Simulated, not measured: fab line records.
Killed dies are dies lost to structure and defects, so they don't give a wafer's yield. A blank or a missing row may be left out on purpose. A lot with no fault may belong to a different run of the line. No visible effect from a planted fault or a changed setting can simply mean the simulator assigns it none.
Comparing a struck lot with a sound one / flow sky130 / 15 out of 708 route steps
Sound: these wafers, L194.1, L194.3, L194.4. Struck: wafers L198.2, L198.4, L198.6. Last of all comes the cause.
Per side, at each step with rows, come the tool, then ch with its chambers, and then its first start. Under that, the readings that differ: sound wafers / struck wafers / difference of the means / sigmas: that difference in standard deviations of wafers without a fault.
alike: same words and numbers on both sides, and readings whose means sit less than 2 such deviations apart. not compared: any withheld reading, any reading some wafer has no value for, any bound like >300 that may hide the same value, and any number with overlapping values for which the record gives no deviation.
The two part at a step that has a row with sigmas, a row that says differs or no value, or rows on one side only. Non-overlapping numbers with no deviation appear without sigmas and do not part them. Lack of a reading on every wafer of one side parts them only where that side has two or more wafers.

SKY_METAL2_STRIP_20: strips in O2/N2.
  sound on plasma asher-01 ch 0,1, day 35 17:26; struck on plasma asher-01 ch 0,1, day 37 01:56
  alike: drypump motor current A, o2 flow sccm, oes product au, strip time to endpoint s
  not compared: rf hours counter h
then, 4 steps without rows for these wafers: SKY_METAL2_STRIP_21 (strips in post etch residue remover, time 1200 s); SKY_METAL2_CLEAN_22 (cleans in IPA, time 180 s); SKY_METAL2_CLEAN_23 (cleans in O3/DIW); SKY_VIA2_HDPCVD_00 (deposits SiO2, target thk 1180 nm, time 202.3 s).
SKY_VIA2_THK_MEAS_01:
  struck on film metro-04, day 37 02:41; sound on film metro-04, day 35 18:09
reading=VIA2_HDPCVD_THK (nm); sound=1240 1229 1217; struck=1208 1196 1192; difference=-30; sigmas=-2
SKY_VIA2_CMP_02: polishes SiO2.
  sound on cmp-02 ch 0,1,2, day 35 18:16; struck on cmp-01 ch 0,1, day 37 02:44
  alike: head pressure psi, motor current A, platen rpm
SKY_VIA2_BOW_MEAS_03:
  struck on film metro-02, day 37 03:04; sound on film metro-04, day 35 18:31
  alike: VIA2_BOW
then, 4 steps without rows for these wafers: SKY_VIA2_DEHYDRATE_04 (time 60 s); SKY_VIA2_HMDS_05 (prime time 60 s); SKY_VIA2_COAT_06 (resist thk 60 nm); SKY_VIA2_COAT_07 (resist thk 450 nm).
SKY_VIA2_SOFTBAKE_08: time 90 s.
  sound on litho track-01 ch 0, day 36 07:00; struck on litho track-04 ch 0, day 37 15:00
reading=heater power total W (W); sound=57.44 57.36 57.50; struck=61.91 61.92 62.02; difference=+4.52; sigmas=+38
reading=run length s (s); sound=119.07 119.14 119.04; struck=100.61 100.58 100.39; difference=-18.56; sigmas=-99 or more
then, 1 step without rows for these wafers: SKY_VIA2_EXPOSE_09 (exposes mask VIM2, target cd 200 nm).
-- the record jumps here: 10 days lie between the struck wafers' starts before and after (it left off in module VIA2 and takes up again in module PAD_OPEN, whose first step shown is number 708 of the route) --
SKY_PAD_OPEN_PROBE_99:
  struck on prober-02, day 47 08:45; sound on prober-02, day 46 10:22
reading=killed at front end; sound=14 18 11; struck=34 21 22; difference=+11; sigmas=+2
  alike: defect limited yield, killed_at_M0_to_M3, killed_at_M4_up, killed at contacts, killed at other, killed dies, killed open, killed short, sort_bin_3_pad_short, sort_bin_5_function, sort_bin_6_memory, sort n pass, sort yield pct

## WHERE THEY PART
Last at SKY_PAD_OPEN_PROBE_99 as far as this record goes, first at SKY_VIA2_THK_MEAS_01.

WHY: what the simulator had put in
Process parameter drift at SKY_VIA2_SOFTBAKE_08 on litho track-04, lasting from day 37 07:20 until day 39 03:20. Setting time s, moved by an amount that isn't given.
